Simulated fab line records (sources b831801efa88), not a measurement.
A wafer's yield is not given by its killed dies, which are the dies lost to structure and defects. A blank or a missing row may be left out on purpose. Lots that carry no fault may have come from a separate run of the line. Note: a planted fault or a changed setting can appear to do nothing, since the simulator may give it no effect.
Which tool is to blame? :: flow sky130 :: Sampling: 13 lots, 39 wafers, 4 of 708 route steps

WHAT THE GAUGES SHOWED, per wafer
SKY_LI_CONTACT_OVL_MEAS_13. Usual: for LI_CONTACT_OVL the level is 0 nm and the standard deviation is 6.4.
lot: L282
measured: day 29 09:49
on: overlay-02
LI_CONTACT_OVL (nm): 8 4 8
flag: 

lot: L283
measured: day 30 01:47
on: overlay-02
LI_CONTACT_OVL (nm): 2 8 7
flag: 

lot: L286
measured: day 30 19:34
on: overlay-01
LI_CONTACT_OVL (nm): -3 -10 -9
flag: 

lot: L285
measured: day 30 18:46
on: overlay-01
LI_CONTACT_OVL (nm): -1 1 0
flag: 

lot: L287
measured: day 31 15:08
on: overlay-02
LI_CONTACT_OVL (nm): 1 -3 6
flag: 

lot: L296
measured: day 33 22:56
on: overlay-02
LI_CONTACT_OVL (nm): 6 12 6
flag: 

lot: L298
measured: day 34 09:38
on: overlay-01
LI_CONTACT_OVL (nm): -4 -6 -8
flag: 

lot: L299
measured: day 35 01:28
on: overlay-01
LI_CONTACT_OVL (nm): 3 -4 0
flag: 

lot: L302
measured: day 35 12:00
on: overlay-02
LI_CONTACT_OVL (nm): 15 6 10
flag: 

lot: L304
measured: day 36 04:23
on: overlay-02
LI_CONTACT_OVL (nm): 0 0 -9
flag: 

SKY_CONTACT_THK_MEAS_03. Usual: for CONTACT_HDPCVD_THK the level is 565 nm and the standard deviation is 6.6.
lot: L282
measured: day 30 17:14
on: film metro-02
CONTACT_HDPCVD_THK (nm): 565 565 555
flag: 

lot: L283
measured: day 31 07:04
on: film metro-02
CONTACT_HDPCVD_THK (nm): 571 570 565
flag: 

lot: L286
measured: day 32 01:38
on: film metro-03
CONTACT_HDPCVD_THK (nm): 575 569 576
flag: 

lot: L285
measured: day 32 00:40
on: film metro-02
CONTACT_HDPCVD_THK (nm): 572 568 562
flag: 

lot: L287
measured: day 32 20:02
on: film metro-03
CONTACT_HDPCVD_THK (nm): 549 557 561
flag: 

lot: L296
measured: day 35 04:10
on: film metro-02
CONTACT_HDPCVD_THK (nm): 570 566 560
flag: 

lot: L298
measured: day 35 14:07
on: film metro-02
CONTACT_HDPCVD_THK (nm): 564 562 570
flag: 

lot: L299
measured: day 36 06:14
on: film metro-01
CONTACT_HDPCVD_THK (nm): 571 567 559
flag: 

lot: L302
measured: day 36 17:08
on: film metro-02
CONTACT_HDPCVD_THK (nm): 557 566 567
flag: 

lot: L304
measured: day 37 08:39
on: film metro-01
CONTACT_HDPCVD_THK (nm): 562 558 567
flag: 

WHAT TOOL EACH LOT RAN ON (gives the tool, then ch and the chambers of the sampled wafers, and finally the start)
lot: L282
SKY_SONOS_TUNNEL_WET_ETCH_10: wet bench-03 ch 3, day 11 15:59
SKY_LOCAL_INTERCONNECT_ETCH_13: rie metal-02 ch 0,1, day 30 16:20

lot: L283
SKY_SONOS_TUNNEL_WET_ETCH_10: wet bench-03 ch 1, day 12 09:26
SKY_LOCAL_INTERCONNECT_ETCH_13: rie metal-02 ch 0,1, day 31 06:09

lot: L286
SKY_SONOS_TUNNEL_WET_ETCH_10: wet bench-01 ch 0, day 13 02:38
SKY_LOCAL_INTERCONNECT_ETCH_13: rie metal-04 ch 0,1, day 32 00:25

lot: L285
SKY_SONOS_TUNNEL_WET_ETCH_10: wet bench-01 ch 3, day 13 04:32
SKY_LOCAL_INTERCONNECT_ETCH_13: rie metal-03 ch 0,1, day 31 23:26

lot: L287
SKY_SONOS_TUNNEL_WET_ETCH_10: wet bench-02 ch 3, day 13 18:47
SKY_LOCAL_INTERCONNECT_ETCH_13: rie metal-03 ch 0, day 32 19:02

lot: L291
SKY_SONOS_TUNNEL_WET_ETCH_10: wet bench-02 ch 3, day 14 17:44
SKY_LOCAL_INTERCONNECT_ETCH_13: -

lot: L292
SKY_SONOS_TUNNEL_WET_ETCH_10: wet bench-01 ch 1, day 15 04:26
SKY_LOCAL_INTERCONNECT_ETCH_13: -

lot: L294
SKY_SONOS_TUNNEL_WET_ETCH_10: wet bench-03 ch 0, day 15 13:08
SKY_LOCAL_INTERCONNECT_ETCH_13: -

lot: L296
SKY_SONOS_TUNNEL_WET_ETCH_10: wet bench-03 ch 2, day 16 07:13
SKY_LOCAL_INTERCONNECT_ETCH_13: rie metal-03 ch 0,1, day 35 03:16

lot: L298
SKY_SONOS_TUNNEL_WET_ETCH_10: wet bench-03 ch 2, day 16 17:02
SKY_LOCAL_INTERCONNECT_ETCH_13: rie metal-04 ch 0,1, day 35 13:14

lot: L299
SKY_SONOS_TUNNEL_WET_ETCH_10: wet bench-01 ch 0, day 17 05:41
SKY_LOCAL_INTERCONNECT_ETCH_13: rie metal-04 ch 0, day 36 05:22

lot: L302
SKY_SONOS_TUNNEL_WET_ETCH_10: wet bench-01 ch 0, day 18 00:47
SKY_LOCAL_INTERCONNECT_ETCH_13: rie metal-03 ch 0,1, day 36 16:16

lot: L304
SKY_SONOS_TUNNEL_WET_ETCH_10: wet bench-03 ch 3, day 18 12:07
SKY_LOCAL_INTERCONNECT_ETCH_13: rie metal-03 ch 0,1, day 37 07:47
- SKY_SONOS_TUNNEL_WET_ETCH_10: etches SiO2 in dHF, target depth 14 nm, time 280 s.
- SKY_LOCAL_INTERCONNECT_ETCH_13: etches BARC in N2/H2, stops on SiO2, time 45.9 s, target depth 60 nm.

WHAT THE TOOLS THEMSELVES READ (means of the sampled wafers that have a number; where no wafer has one, the mark that the record gives instead)
SKY_SONOS_TUNNEL_WET_ETCH_10. Usual: bath heat duty pct 6.4 %, standard deviation 0.89; run length s 307 s, standard deviation 3.2.
lot: L282
tool: wet bench-03
bath heat duty pct (%): 6.3
run length s (s): 307
flag: 

lot: L283
tool: wet bench-03
bath heat duty pct (%): 6.0
run length s (s): 306
flag: 

lot: L286
tool: wet bench-01
bath heat duty pct (%): 7.1
run length s (s): 304
flag: 

lot: L285
tool: wet bench-01
bath heat duty pct (%): 5.3
run length s (s): 306
flag: 

lot: L287
tool: wet bench-02
bath heat duty pct (%): 5.3
run length s (s): 306
flag: 

lot: L291
tool: wet bench-02
bath heat duty pct (%): -
run length s (s): -
flag: OFF

lot: L292
tool: wet bench-01
bath heat duty pct (%): -
run length s (s): -
flag: OFF

lot: L294
tool: wet bench-03
bath heat duty pct (%): -
run length s (s): -
flag: OFF

lot: L296
tool: wet bench-03
bath heat duty pct (%): 6.7
run length s (s): 304
flag: 

lot: L298
tool: wet bench-03
bath heat duty pct (%): 6.9
run length s (s): 304
flag: 

lot: L299
tool: wet bench-01
bath heat duty pct (%): 6.5
run length s (s): 305
flag: 

lot: L302
tool: wet bench-01
bath heat duty pct (%): 6.9
run length s (s): 313
flag: 

lot: L304
tool: wet bench-03
bath heat duty pct (%): 6.2
run length s (s): 306
flag: 

SKY_LOCAL_INTERCONNECT_ETCH_13. Usual: bias w 100.02 W, standard deviation 0.29; chamber pressure mTorr 29.997 mTorr, standard deviation 0.023; drypump motor current A 5.50 A, standard deviation 0.28; oes product au 0.854 a.u., standard deviation 0.0044; rf fwd power W 495.5 W, standard deviation 1.9; throttle valve pct 13.225 %, standard deviation 0.009.
lot: L282
tool: rie metal-02
bias w (W): 100.09
chamber pressure mTorr (mTorr): 29.998
drypump motor current A (A): 5.21
oes product au (a.u.): 0.855
rf fwd power W (W): 497.2
throttle valve pct (%): 13.233
flag: 

lot: L283
tool: rie metal-02
bias w (W): 99.74
chamber pressure mTorr (mTorr): 29.977
drypump motor current A (A): 5.47
oes product au (a.u.): 0.855
rf fwd power W (W): 495.2
throttle valve pct (%): 13.225
flag: 

lot: L286
tool: rie metal-04
bias w (W): 100.13
chamber pressure mTorr (mTorr): 30.008
drypump motor current A (A): 5.42
oes product au (a.u.): 0.860
rf fwd power W (W): 492.8
throttle valve pct (%): 13.234
flag: 

lot: L285
tool: rie metal-03
bias w (W): 100.13
chamber pressure mTorr (mTorr): 29.995
drypump motor current A (A): 5.63
oes product au (a.u.): 0.857
rf fwd power W (W): 495.9
throttle valve pct (%): 13.218
flag: 

lot: L287
tool: rie metal-03
bias w (W): 100.34
chamber pressure mTorr (mTorr): 29.994
drypump motor current A (A): 5.65
oes product au (a.u.): 0.854
rf fwd power W (W): 495.6
throttle valve pct (%): 13.221
flag: 

lot: L296
tool: rie metal-03
bias w (W): 99.71
chamber pressure mTorr (mTorr): 29.990
drypump motor current A (A): 5.65
oes product au (a.u.): 0.853
rf fwd power W (W): 494.6
throttle valve pct (%): 13.226
flag: 

lot: L298
tool: rie metal-04
bias w (W): 99.76
chamber pressure mTorr (mTorr): 29.992
drypump motor current A (A): 5.39
oes product au (a.u.): 0.855
rf fwd power W (W): 492.3
throttle valve pct (%): 13.215
flag: 

lot: L299
tool: rie metal-04
bias w (W): 100.14
chamber pressure mTorr (mTorr): 30.000
drypump motor current A (A): 5.29
oes product au (a.u.): 0.853
rf fwd power W (W): 493.3
throttle valve pct (%): 13.223
flag: 

lot: L302
tool: rie metal-03
bias w (W): 99.96
chamber pressure mTorr (mTorr): 29.998
drypump motor current A (A): 5.64
oes product au (a.u.): 0.856
rf fwd power W (W): 493.5
throttle valve pct (%): 13.223
flag: 

lot: L304
tool: rie metal-03
bias w (W): 99.69
chamber pressure mTorr (mTorr): 30.010
drypump motor current A (A): 5.66
oes product au (a.u.): 0.855
rf fwd power W (W): 494.3
throttle valve pct (%): 13.224
flag: 

THE ANSWER, worked out from the rows above alone
Rule: a lot counts as off when the mean over its wafers that have a number is more than 3 standard deviations away from the usual mean. A lot without any number at a reading at which 4 lots or more have one is off too. The other lots that the step has rows for count as sound. First the gauges in route order, then the tools' own readings, where a lot's mean is used as printed above. The first step at which some lot is off is used, and at that step the reading that is off furthest; a lot without a number counts as furthest.
Off, at SKY_SONOS_TUNNEL_WET_ETCH_10 on bath heat duty pct: L291, L292, L294. Without a number there: L291, L292, L294.
A tool fits if, at that step or a process step before it, it ran every lot that is off, and no sound lot after the first of them. No candidate that was tried fits.

WHAT THE SIMULATOR HAD INSERTED
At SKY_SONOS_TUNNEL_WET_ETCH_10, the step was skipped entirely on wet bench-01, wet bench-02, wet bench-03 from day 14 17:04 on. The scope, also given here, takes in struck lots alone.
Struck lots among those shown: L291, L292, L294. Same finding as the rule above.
